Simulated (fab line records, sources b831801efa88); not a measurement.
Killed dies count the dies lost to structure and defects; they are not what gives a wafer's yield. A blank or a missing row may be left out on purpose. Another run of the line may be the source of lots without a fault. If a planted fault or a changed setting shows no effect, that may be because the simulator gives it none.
fab line records	flow gf180mcu
record: lots: 11	wafers: 33	lastDay: 34
route steps=602 shown LVPWELL@63 MVPSD@139 M1@318 V1@360
lots that met no fault: taken from a fault-free run of the same line
startH: start of the lot's first displayed wafer, in hours after the record's first day	waitH: hours since the lot's step before	" repeats the value in the row above	L1.1+2: several wafers, shown together as one row	- value missing, or start not given	* or withheld: withheld	< > ~ a bound
route shown NAME@n: names a module that has steps shown in the file, with the first one's number in the route	usual: mean/standard deviation of fault-free wafers	same: alike in all rows	chamber/n: place in a boat	sites: each site's reading	_std_site: standard deviation across them	_edge_site: the outer-site mean with the inner-site mean subtracted	radiusMm: how far each site lies from the wafer's centre	mask NAME#n: copy n	behind: the last tool/chamber to shape the wafer	hold: cause of the lot's hold/its duration in hours/its outcome	device: which transistor (n, p or np) failed to switch	end of line: tests of these same wafers at the route's end	where a step has no rows: the recipe by itself	killed: count of dies lost to structure and defects at first sort (not the wafer's yield)	map: a wafer's dies, marking killed ones x, the rest . and places with no die _
set.NAME: the run value of the setting; set.NAME@STEP: its run value at that earlier step	model.NAME: the simulator's own value behind a step, which no gauge read
steps of the route over a sample of lots; a table a step, a row a wafer
services: from which hour (startH, from the record's first day; less than 0 if before it) a tool's chamber was out of use, for how many hours, and why
== steps ==
step: GF_LVPWELL_IMPLANT_09
recipe: species: B	energyKev: 60	doseCm2: 5e+12	tiltDeg: 0
usual: doseIonsCm2: 5e+12/4.6e+09	faradayCurrentUA: 28.2/0.61
lot.wafer	tool	chamber	startH	waitH	doseIonsCm2	faradayCurrentUA
L339.2	implanter-03	0	74.91	0.1	5.003e+12	28.6
L339.5	"	0	"	"	5.006e+12	27.9
L339.6	"	0	"	"	5.001e+12	28.5
L340.1	implanter-02	0	79.08	0.1	5.003e+12	28.8
L340.2	"	0	"	"	5.001e+12	28.7
L340.4	"	0	"	"	4.998e+12	28.2
L342.2	implanter-02	0	92.86	0.1	4.995e+12	28.0
L342.3	"	0	"	"	5.002e+12	28.0
L342.5	"	0	"	"	5.002e+12	28.3
L345.1	implanter-02	0	110.43	0.1	5.909e+12	33.9
L345.2	"	0	"	"	5.91e+12	33.9
L345.6	"	0	"	"	5.913e+12	33.5
L346.1	implanter-02	0	113.33	0.1	5.909e+12	33.7
L346.2	"	0	"	"	5.907e+12	32.6
L346.6	"	0	"	"	5.911e+12	34.3
L352.1	implanter-04	0	151.20	0.1	5e+12	27.1
L352.2	"	0	"	"	4.997e+12	28.0
L352.6	"	0	"	"	5.005e+12	28.5
L356.2	implanter-04	0	177.46	0.1	4.999e+12	28.0
L356.3	"	0	"	"	4.999e+12	28.4
L356.4	"	0	"	"	5.008e+12	28.0
L357.3	implanter-04	0	181.38	0.1	4.997e+12	27.2
L357.5	"	0	"	"	5e+12	28.4
L357.6	"	0	"	"	4.997e+12	28.2
L359.2	implanter-02	0	189.70	0.1	4.995e+12	27.9
L359.5	"	0	"	"	4.999e+12	28.9
L359.6	"	0	"	"	5.001e+12	28.0
L361.2	implanter-02	0	197.55	0.1	4.999e+12	29.2
L361.3	"	0	"	"	4.998e+12	27.1
L361.6	"	0	"	"	4.998e+12	28.5
L360.3	implanter-04	0	199.88	0.1	4.995e+12	27.5
L360.4	"	0	"	"	4.998e+12	27.4
L360.5	"	0	"	"	5.003e+12	27.5
step: GF_LVPWELL_STRIP_10
recipe: chemistry: O2/N2	powerW: 1400	pressureMtorr: 1500	platenTempC: 250	o2FlowSccm: 3000	n2FlowSccm: 300	overashFraction: 0.5
usual: drypumpMotorCurrentA: 6.07/0.25	heaterPowerW: 357/26	oesProductAu: 0.723/0.0047	stripTimeToEndpointS: 36.98/0.11
lot.wafer	tool	chamber	startH	waitH	drypumpMotorCurrentA	heaterPowerW	oesProductAu	rfHoursCounterH	stripTimeToEndpointS
L339.2	plasmaAsher-02	0	75.03	0.1	6.14	341	0.725	40	36.84
L339.5	"	1	"	"	6.36	375	0.729	-	36.88
L339.6	"	0	"	"	6.17	350	0.719	-	36.80
L340.1	plasmaAsher-04	0	79.23	0.1	5.49	305	0.718	44	37.06
L340.2	"	1	"	"	6.16	336	0.722	44	37.05
L340.4	"	1	"	"	6.19	336	0.726	-	36.95
L342.2	plasmaAsher-01	0	92.98	0.1	5.79	379	0.720	43	37.04
L342.3	"	1	"	"	5.94	321	0.729	-	37.02
L342.5	"	0	"	"	5.76	365	0.725	-	37.04
L345.1	plasmaAsher-01	1	110.58	0.1	5.96	325	0.711	46	36.90
L345.2	"	0	"	"	5.78	373	0.726	46	36.98
L345.6	"	1	"	"	5.94	331	0.720	-	36.94
L346.1	plasmaAsher-04	0	113.48	0.1	5.49	305	0.724	45	37.04
L346.2	"	1	"	"	6.23	336	0.734	45	37.03
L346.6	"	0	"	"	5.49	303	0.723	-	37.01
L352.1	plasmaAsher-04	1	151.35	0.1	6.14	343	0.723	49	36.87
L352.2	"	0	"	"	5.47	307	0.715	49	36.91
L352.6	"	1	"	"	6.13	338	0.732	-	36.90
L356.2	plasmaAsher-02	0	177.58	0.1	6.12	353	0.722	7	37.25
L356.3	"	1	"	"	6.32	387	0.728	-	37.14
L356.4	"	0	"	"	6.13	363	0.734	-	37.16
L357.3	plasmaAsher-02	1	181.51	0.1	6.31	387	0.721	-	36.89
L357.5	"	0	"	"	6.11	357	0.721	-	36.96
L357.6	"	1	"	"	6.31	383	0.720	-	36.85
L359.2	plasmaAsher-02	1	189.83	0.1	6.36	382	0.713	8	36.96
L359.5	"	1	"	"	6.31	385	0.721	-	37.04
L359.6	"	0	"	"	6.11	359	0.727	-	37.17
L361.2	plasmaAsher-02	1	197.68	0.1	6.34	383	0.729	9	36.97
L361.3	"	0	"	"	6.13	359	0.727	-	37.10
L361.6	"	1	"	"	6.33	382	0.729	-	36.96
L360.3	plasmaAsher-01	0	200.01	0.1	5.81	378	0.722	-	36.81
L360.4	"	1	"	"	5.94	318	0.722	-	36.78
L360.5	"	1	"	"	5.93	324	0.722	-	36.77
step: GF_VT_IMPLANT_RS_MEAS_48
recipe: thkMeasGauge: four-point-probe
usual: LVPWELL_RS: 1197/3.2
lot.wafer	tool	chamber	startH	waitH	hold	LVPWELL_RS[ohm/sq]
L339.2	filmMetro-03	-	161.79	0.1	-	1196
L339.5	"	-	"	"	-	1200
L339.6	"	-	"	"	-	1199
L340.1	filmMetro-04	-	168.50	0.1	-	1198
L340.2	"	-	"	"	-	1199
L340.4	"	-	"	"	-	1199
L342.2	filmMetro-02	-	183.15	0.1	-	1191
L342.3	"	-	"	"	-	1194
L342.5	"	-	"	"	-	1194
L345.1	filmMetro-02	-	206.90	0.1	awaitDispo/0.2h/release	1158
L345.2	"	-	"	"	awaitDispo/0.2h/release	1160
L345.6	"	-	"	"	awaitDispo/0.2h/release	1158
L345.1	filmMetro-02	-	207.18	0.3	-	1161
L345.2	"	-	"	"	-	1163
L345.6	"	-	"	"	-	1159
L346.1	filmMetro-04	-	210.28	0.1	awaitDispo/0.2h/release	1160
L346.2	"	-	"	"	awaitDispo/0.2h/release	1158
L346.6	"	-	"	"	awaitDispo/0.2h/release	1157
L346.1	filmMetro-04	-	210.58	0.3	-	1161
L346.2	"	-	"	"	-	1157
L346.6	"	-	"	"	-	1155
L352.1	filmMetro-03	-	255.45	0.1	-	1196
L352.2	"	-	"	"	-	1196
L352.6	"	-	"	"	-	1201
L356.2	filmMetro-03	-	287.52	0.1	-	1199
L356.3	"	-	"	"	-	1199
L356.4	"	-	"	"	-	1196
L357.3	filmMetro-02	-	292.57	0.1	-	1196
L357.5	"	-	"	"	-	1193
L357.6	"	-	"	"	-	1190
L359.2	filmMetro-03	-	302.15	0.1	-	1199
L359.5	"	-	"	"	-	1199
L359.6	"	-	"	"	-	1198
L361.2	filmMetro-04	-	310.77	0.1	-	1201
L361.3	"	-	"	"	-	1198
L361.6	"	-	"	"	-	1199
L360.3	filmMetro-04	-	314.14	0.1	-	1196
L360.4	"	-	"	"	-	1198
L360.5	"	-	"	"	-	1201
step: GF_VT_IMPLANT_RS_MEAS_49
recipe: thkMeasGauge: four-point-probe
usual: MVPSD_RS: 1169/3.5
lot.wafer	tool	chamber	startH	waitH	hold	MVPSD_RS[ohm/sq]
L339.2	filmMetro-03	-	161.91	0.1	-	1175
L339.5	"	-	"	"	-	1171
L339.6	"	-	"	"	-	1173
L340.1	filmMetro-04	-	168.62	0.1	-	1171
L340.2	"	-	"	"	-	1170
L340.4	"	-	"	"	-	1168
L342.2	filmMetro-02	-	183.27	0.1	-	1160
L342.3	"	-	"	"	-	1163
L342.5	"	-	"	"	-	1163
L345.1	filmMetro-02	-	208.88	1.7	awaitDispo/1.6h/release	1170
L345.2	"	-	"	"	awaitDispo/1.6h/release	1166
L345.6	"	-	"	"	awaitDispo/1.6h/release	1168
L346.1	filmMetro-04	-	212.41	1.8	awaitDispo/1.7h/release	1169
L346.2	"	-	"	"	awaitDispo/1.7h/release	1173
L346.6	"	-	"	"	awaitDispo/1.7h/release	1173
L352.1	filmMetro-03	-	255.57	0.1	-	1164
L352.2	"	-	"	"	-	1170
L352.6	"	-	"	"	-	1165
L356.2	filmMetro-03	-	287.64	0.1	-	1168
L356.3	"	-	"	"	-	1166
L356.4	"	-	"	"	-	1168
L357.3	filmMetro-02	-	292.69	0.1	-	1167
L357.5	"	-	"	"	-	1169
L357.6	"	-	"	"	-	1165
L359.2	filmMetro-03	-	302.27	0.1	-	1169
L359.5	"	-	"	"	-	1165
L359.6	"	-	"	"	-	1167
L361.2	filmMetro-04	-	310.89	0.1	-	1169
L361.3	"	-	"	"	-	1170
L361.6	"	-	"	"	-	1169
L360.3	filmMetro-04	-	314.26	0.1	-	1172
L360.4	"	-	"	"	-	1176
L360.5	"	-	"	"	-	1174
step: GF_M1_SPUTTER_03
recipe: material: Ti	targetThkNm: 10	substrateTempC: 300	chamberPressurePa: 0.3	powerW: 3000	timeS: 6.7
usual: substrateTempC: 300.01/0.19	throttleValvePct: 30.0/1
lot.wafer	tool	chamber	startH	waitH	substrateTempC	throttleValvePct
L339.2	pvdSputter-03	-	365.15	0.0	300.11	28.1
L339.5	"	-	"	"	300.00	31.1
L339.6	"	-	"	"	300.02	28.9
L340.1	pvdSputter-03	-	377.70	0.0	300.17	29.0
L340.2	"	-	"	"	299.90	30.8
L340.4	"	-	"	"	299.99	28.9
L342.2	pvdSputter-01	-	392.60	0.0	299.62	30.3
L342.3	"	-	"	"	299.91	30.0
L342.5	"	-	"	"	300.04	30.6
L345.1	pvdSputter-01	-	431.81	0.0	300.12	30.1
L345.2	"	-	"	"	299.90	29.5
L345.6	"	-	"	"	300.23	30.3
L346.1	pvdSputter-03	-	438.05	0.0	300.06	30.4
L346.2	"	-	"	"	300.27	28.1
L346.6	"	-	"	"	300.37	30.7
L352.1	pvdSputter-01	-	498.14	0.0	299.99	30.5
L352.2	"	-	"	"	299.82	30.3
L352.6	"	-	"	"	299.85	30.3
L356.2	pvdSputter-03	-	526.61	0.0	300.18	28.9
L356.3	"	-	"	"	299.81	30.7
L356.4	"	-	"	"	300.13	27.9
L357.3	pvdSputter-03	-	534.74	0.0	300.31	28.1
L357.5	"	-	"	"	300.11	30.8
L357.6	"	-	"	"	300.25	28.8
L359.2	pvdSputter-01	-	545.65	0.0	300.00	29.6
L359.5	"	-	"	"	299.88	30.1
L359.6	"	-	"	"	300.05	29.4
L361.2	pvdSputter-04	-	555.80	0.0	299.95	32.0
L361.3	"	-	"	"	299.74	29.8
L361.6	"	-	"	"	300.03	29.8
L360.3	pvdSputter-04	-	559.75	0.0	300.00	31.7
L360.4	"	-	"	"	299.98	30.5
L360.5	"	-	"	"	300.10	30.0
step: GF_V1_THK_MEAS_25
recipe: thkMeasGauge: xrf	reads: W_of_V1_CVD_23
usual: V1_W_THK: 346/4.7
lot.wafer	tool	chamber	startH	waitH	V1_W_THK[nm]
L339.2	filmMetro-04	-	412.73	0.1	346
L339.5	"	-	"	"	353
L339.6	"	-	"	"	353
L340.1	filmMetro-01	-	426.05	0.1	342
L340.2	"	-	"	"	343
L340.4	"	-	"	"	342
L342.2	filmMetro-01	-	441.26	0.1	342
L342.3	"	-	"	"	349
L342.5	"	-	"	"	342
L345.1	filmMetro-01	-	483.02	0.1	347
L345.2	"	-	"	"	349
L345.6	"	-	"	"	345
L346.1	filmMetro-01	-	489.31	0.1	338
L346.2	"	-	"	"	352
L346.6	"	-	"	"	345
L352.1	filmMetro-04	-	546.28	0.1	349
L352.2	"	-	"	"	349
L352.6	"	-	"	"	351
L356.2	filmMetro-04	-	573.80	0.1	338
L356.3	"	-	"	"	340
L356.4	"	-	"	"	343
L357.3	filmMetro-01	-	581.73	0.1	347
L357.5	"	-	"	"	351
L357.6	"	-	"	"	346
L359.2	filmMetro-02	-	592.18	0.1	345
L359.5	"	-	"	"	346
L359.6	"	-	"	"	347
L361.2	filmMetro-04	-	601.97	0.1	346
L361.3	"	-	"	"	340
L361.6	"	-	"	"	341
L360.3	filmMetro-02	-	605.59	0.1	343
L360.4	"	-	"	"	347
L360.5	"	-	"	"	347
== services ==
tool	chamber	startH	hours	kind
implanter-02	-	58.60	3.4	pm
implanter-04	-	85.26	4.5	pm
implanter-02	-	98.87	2.0	repair
implanter-02	-	101.46	1.7	pm
plasmaAsher-02	-	108.75	9.0	pm
pvdSputter-01	-	112.75	4.6	repair
implanter-04	-	134.91	2.5	repair
implanter-02	-	172.57	15.5	repair
plasmaAsher-02	-	174.00	0.7	repair
plasmaAsher-02	-	185.70	0.8	repair
plasmaAsher-02	-	245.83	2.8	pm
plasmaAsher-02	-	275.56	11.4	repair
plasmaAsher-02	-	302.57	13.1	repair
plasmaAsher-02	-	305.18	0.7	repair
implanter-02	-	331.15	1.1	repair
plasmaAsher-02	-	359.37	4.4	repair
plasmaAsher-02	-	376.90	3.6	repair
pvdSputter-03	-	394.63	1.7	repair
plasmaAsher-02	-	414.24	6.8	repair
plasmaAsher-02	-	418.54	2.2	repair
implanter-02	-	424.91	2.7	repair
plasmaAsher-02	-	473.57	3.4	repair
implanter-02	-	547.62	4.2	pm
implanter-02	-	556.35	3.9	repair
== key ==
firstSign: step: GF_LVPWELL_IMPLANT_09	reading: doseIonsCm2	direction: up	sigmas: 99+	usual: 5e+12	struck: 5.91e+12
effect: step: GF_LVPWELL_IMPLANT_09	reading: faradayCurrentUA	direction: up	sigmas: 9	usual: 28.2	struck: 33.6
effect: step: GF_VT_IMPLANT_RS_MEAS_48	reading: LVPWELL_RS	direction: down	sigmas: 12	usual: 1197	struck: 1158
metAt GF_LVPWELL_IMPLANT_09
struckLots L345,L346
testerLeftOut L345,L346
notActingAt GF_LVPWELL_STRIP_10,GF_M1_SPUTTER_03,GF_V1_THK_MEAS_25
onsetBetween 92.86 110.43
fault: kind: processParameterDrift	tool: implanter-02	chamber: -	onsetH: 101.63	steps: GF_LVPWELL_IMPLANT_09	channel: doseCm2	offset: 9.0943e+11	shape: step	endH: 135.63	actsIn: theseRecipesOnly	stated: 5e+12
testerLeftOut: of these lots the tester's yield and bins aren't shown, on N5 and GAA mostly nor the transistor test; their killed dies are dies lost to structure and defects alone, not to doping, threshold or leakage, so they don't give the yield
